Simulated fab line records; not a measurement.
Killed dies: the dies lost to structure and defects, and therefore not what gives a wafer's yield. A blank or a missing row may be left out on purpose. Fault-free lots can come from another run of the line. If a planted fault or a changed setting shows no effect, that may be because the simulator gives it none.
One fault through the eyes of 2 desks -- flow sfqLine -- what lay behind the numbers comes last; until then each desk has only its own

## THE METROLOGY DESK
Lot by lot, what the gauges showed, no matter which tool ran the lot: averages of those sampled wafers that carry a number. If a lot's mean is further than 4 standard deviations from the usual mean, the lot is out of limits and carries the mark OUT (the distance appears in the brackets).
Columns: A = M2_OVL at SFQ_M2_OVL_MEAS_916, usual 4 nm; B = I2_BOW at SFQ_I2_BOW_MEAS_917, usual 0 um; C = I2_OVL at SFQ_I2_OVL_MEAS_918, usual -1 nm
lot,first seen here,A,B,C
L953,day 27 15:53,2,1,-10
L954,day 28 11:36,-4,2,-2
L961,day 32 06:48,3,6,0
L965,day 33 07:59,6,3,4
L970,day 34 04:47,9,7,-1
L971,day 34 08:11,3,-1,2
This desk found nothing out of limits on any of the 6 lots.

## THE TOOL OWNER'S DESK: krfScanner-02
The tool's own readings at SFQ_TRILAYER_I2_VIA_LITHO_EXPOSE_068 (exposes mask I2, target cd 500 nm): means of the sampled wafers that have a number, for each lot that ran on this tool. If a lot's mean is further than 4 standard deviations from the usual mean, the lot is out of limits and carries the mark OUT (the distance appears in the brackets).
Columns: A = exposureDoseMJCm2 at SFQ_TRILAYER_I2_VIA_LITHO_EXPOSE_068, usual 21.302; B = focusOffsetNm at SFQ_TRILAYER_I2_VIA_LITHO_EXPOSE_068, usual 0.1 nm
lot,first seen here,A,B
L953,day 27 22:46,21.306,0.3
L954,day 33 11:40,21.302,0.4
L961,day 38 00:19,20.617 (-34) OUT,0.9
L970,day 40 18:29,20.618 (-34) OUT,0.8
This desk's verdict: out of limits on L961, L970, starting with L961 at day 38 00:19 (exposureDoseMJCm2 at SFQ_TRILAYER_I2_VIA_LITHO_EXPOSE_068). L953, L954: within limits.

## PUT TOGETHER
On L961, L970, at day 38 00:19, an alarm was possible from the tool owner's desk.
At the metrology desk, nothing out of limits was observed.
The metrology desk holds a record of L961, L970, inside its limits.
Every lot named ran SFQ_TRILAYER_I2_VIA_LITHO_EXPOSE_068 on krfScanner-02.

## WHAT HAD BEEN PUT IN BY THE SIMULATOR
Process parameter drift: krfScanner-02, from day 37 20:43 on, at SFQ_TRILAYER_I2_VIA_LITHO_EXPOSE_068. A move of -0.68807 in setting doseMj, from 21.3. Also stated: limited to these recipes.
Shown lots that were struck: L961, L970.
Each desk's first reading out of limits, in hours after the fault started: the tool owner's desk, 4.
